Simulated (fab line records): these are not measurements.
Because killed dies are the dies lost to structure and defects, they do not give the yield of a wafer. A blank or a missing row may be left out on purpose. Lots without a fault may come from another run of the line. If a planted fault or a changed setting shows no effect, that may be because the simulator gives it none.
Which of the tools did it? + flow sky130 + Sampling: 13 lots, 39 wafers, 5 of 708 route steps

## WHAT EACH GAUGE READ, for each wafer
SKY_VT_ADJUST_NCORE_CD_MEAS_07: the cd target is 380 nm.
| lot  | measured     | on        | cd_nm (nm)        |
|------|--------------|-----------|-------------------|
| L830 | day 8 06:53  | cd_sem-02 | 382.5 380.2 379.9 |
| L831 | day 8 13:41  | cd_sem-01 | 380.5 381.0 382.7 |
| L832 | day 9 00:00  | cd_sem-01 | 381.4 378.9 379.3 |
| L833 | day 9 03:25  | cd_sem-01 | 382.0 382.6 383.6 |
| L836 | day 10 16:57 | cd_sem-01 | 381.0 380.5 379.0 |
| L837 | day 10 17:51 | cd_sem-02 | 382.1 381.9 384.0 |
| L838 | day 11 07:21 | cd_sem-01 | 382.0 382.9 382.9 |
| L841 | day 12 02:40 | cd_sem-02 | 382.9 379.5 380.9 |
| L843 | day 12 21:47 | cd_sem-02 | 380.6 380.0 380.6 |
| L844 | day 13 03:20 | cd_sem-01 | 383.4 383.0 382.0 |
| L850 | day 14 13:46 | cd_sem-01 | 381.0 382.1 381.3 |
| L852 | day 14 23:32 | cd_sem-01 | 381.7 382.6 380.9 |
| L853 | day 15 08:22 | cd_sem-02 | 382.5 381.8 382.3 |

SKY_VT_ADJUST_NCORE_OVL_MEAS_08.
| lot  | measured     | on         | VT_ADJUST_NCORE_OVL (nm) |
|------|--------------|------------|--------------------------|
| L830 | day 8 07:00  | overlay-01 | 0.2 2.8 0.6              |
| L831 | day 8 13:48  | overlay-02 | -0.2 0.6 -1.2            |
| L832 | day 9 00:06  | overlay-01 | 0.6 -1.6 -2.5            |
| L833 | day 9 03:32  | overlay-02 | 1.0 1.4 0.8              |
| L836 | day 10 17:03 | overlay-01 | -0.5 -1.5 0.0            |
| L837 | day 10 17:57 | overlay-02 | 0.2 2.6 2.7              |
| L838 | day 11 07:27 | overlay-01 | -0.4 -0.1 -0.6           |
| L841 | day 12 02:47 | overlay-02 | 2.7 3.5 1.2              |
| L843 | day 12 21:53 | overlay-02 | 0.1 -1.8 -1.3            |
| L844 | day 13 03:26 | overlay-02 | 2.8 2.5 1.5              |
| L850 | day 14 13:53 | overlay-02 | 2.5 1.1 3.3              |
| L852 | day 14 23:39 | overlay-02 | -0.3 -0.4 -0.5           |
| L853 | day 15 08:29 | overlay-02 | 1.6 1.0 3.6              |

SKY_GATE_OXIDE_TW_MEAS_14.
| lot  | measured     | on            | GATE_OXIDE_TW |
|------|--------------|---------------|---------------|
| L830 | day 13 12:49 | film_metro-02 | 231 230 229   |
| L831 | day 13 16:50 | film_metro-04 | 219 220 218   |
| L832 | day 14 07:52 | film_metro-03 | 223 223 222   |
| L833 | day 14 11:07 | film_metro-02 | 230 231 231   |
| L836 | day 16 08:34 | film_metro-03 | 223 223 222   |
| L837 | day 16 09:52 | film_metro-02 | 231 231 232   |
| L838 | day 17 03:05 | film_metro-02 | 230 230 230   |
| L841 | day 18 03:25 | film_metro-04 | 218 220 219   |
| L843 | day 18 23:37 | film_metro-04 | 220 220 218   |
| L844 | day 19 08:12 | film_metro-03 | 223 224 223   |
| L850 | day 21 00:17 | film_metro-04 | 219 221 219   |
| L852 | day 21 11:48 | film_metro-02 | 231 231 232   |
| L853 | day 22 00:04 | film_metro-02 | 230 231 231   |

SKY_RES_PROTECT_TW_MEAS_08.
| lot  | measured     | on            | POLY_GATE_TW      |
|------|--------------|---------------|-------------------|
| L830 | day 14 18:10 | film_metro-02 | 4132 4169 4182    |
| L831 | day 14 22:01 | film_metro-04 | 3961 3979 3978    |
| L832 | day 15 13:40 | film_metro-02 | 4130 4127 4144    |
| L833 | day 15 18:30 | film_metro-01 | 3998 3956 3976    |
| L836 | day 17 16:37 | film_metro-04 | 3977 3995 3987    |
| L837 | day 17 17:31 | film_metro-04 | 3989 3971 3979    |
| L838 | day 18 11:10 | film_metro-01 | 3994 4018 3996    |
| L841 | day 19 15:19 | film_metro-02 | 4130 4150 4161    |
| L843 | day 20 09:08 | film_metro-01 | 30 30 30 30 30 30 |
| L844 | day 20 18:14 | film_metro-01 | 4001 4003 4009    |
| L850 | day 22 10:12 | film_metro-02 | 4170 4184 4178    |
| L852 | day 22 21:01 | film_metro-02 | 4152 4171 4166    |
| L853 | day 23 09:15 | film_metro-02 | 4166 4180 4154    |

## WHICH TOOL RAN EACH LOT (tool, then ch and the chambers of the sampled wafers, then the start)
| lot  | SKY_RES_PROTECT_EXPOSE_04           |
|------|-------------------------------------|
| L830 | iline_stepper-01 ch 0, day 14 05:32 |
| L831 | iline_stepper-01 ch 0, day 14 08:43 |
| L832 | iline_stepper-02 ch 0, day 15 00:16 |
| L833 | iline_stepper-01 ch 0, day 15 04:38 |
| L836 | iline_stepper-02 ch 0, day 17 01:31 |
| L837 | iline_stepper-01 ch 0, day 17 02:55 |
| L838 | iline_stepper-02 ch 0, day 17 21:14 |
| L841 | iline_stepper-01 ch 0, day 19 00:14 |
| L843 | iline_stepper-02 ch 0, day 19 17:13 |
| L844 | iline_stepper-01 ch 0, day 20 02:35 |
| L850 | iline_stepper-02 ch 0, day 21 19:11 |
| L852 | iline_stepper-02 ch 0, day 22 05:47 |
| L853 | iline_stepper-02 ch 0, day 22 17:49 |
- SKY_RES_PROTECT_EXPOSE_04: exposes mask RPM, target cd 1270 nm.

## WHAT THE TOOLS THEMSELVES READ (means of the sampled wafers that have a number; where no wafer has one, the mark that the record gives instead)
The record holds no such reading with a usual standard deviation.

## THE ANSWER, worked out from the rows above alone
Rule: usual is defined by the lots themselves. The widest of any qualifying gaps counts: lots, ordered by their means at a reading, are off when they make up no more than a third of the lots, leave a main group of 4 or more, and stand apart from it by 3 or more times the standard deviation of that group's means. A main group whose means are all the same, to the digits that the tables above print for the reading, isn't used. A lot without any number at a reading at which 4 lots or more have one is off too. All remaining lots with rows at the step are treated as sound. First the gauges in route order, then the tools' own readings, where a lot's mean is used as printed above. At the first step where some lot is off, the reading lying furthest off is the one used; lots without a number count as furthest.
Off: at SKY_RES_PROTECT_TW_MEAS_08 (POLY_GATE_TW), L843. The main group: mean 4073, standard deviation 87.
A tool fits if, at a process step before that reading, it ran every lot that is off, and no sound lot after the first of them. Those tools and the gauges at SKY_RES_PROTECT_TW_MEAS_08 are tried in the same way. No candidate that was tried fits.

## WHAT WAS PUT IN BY THE SIMULATOR
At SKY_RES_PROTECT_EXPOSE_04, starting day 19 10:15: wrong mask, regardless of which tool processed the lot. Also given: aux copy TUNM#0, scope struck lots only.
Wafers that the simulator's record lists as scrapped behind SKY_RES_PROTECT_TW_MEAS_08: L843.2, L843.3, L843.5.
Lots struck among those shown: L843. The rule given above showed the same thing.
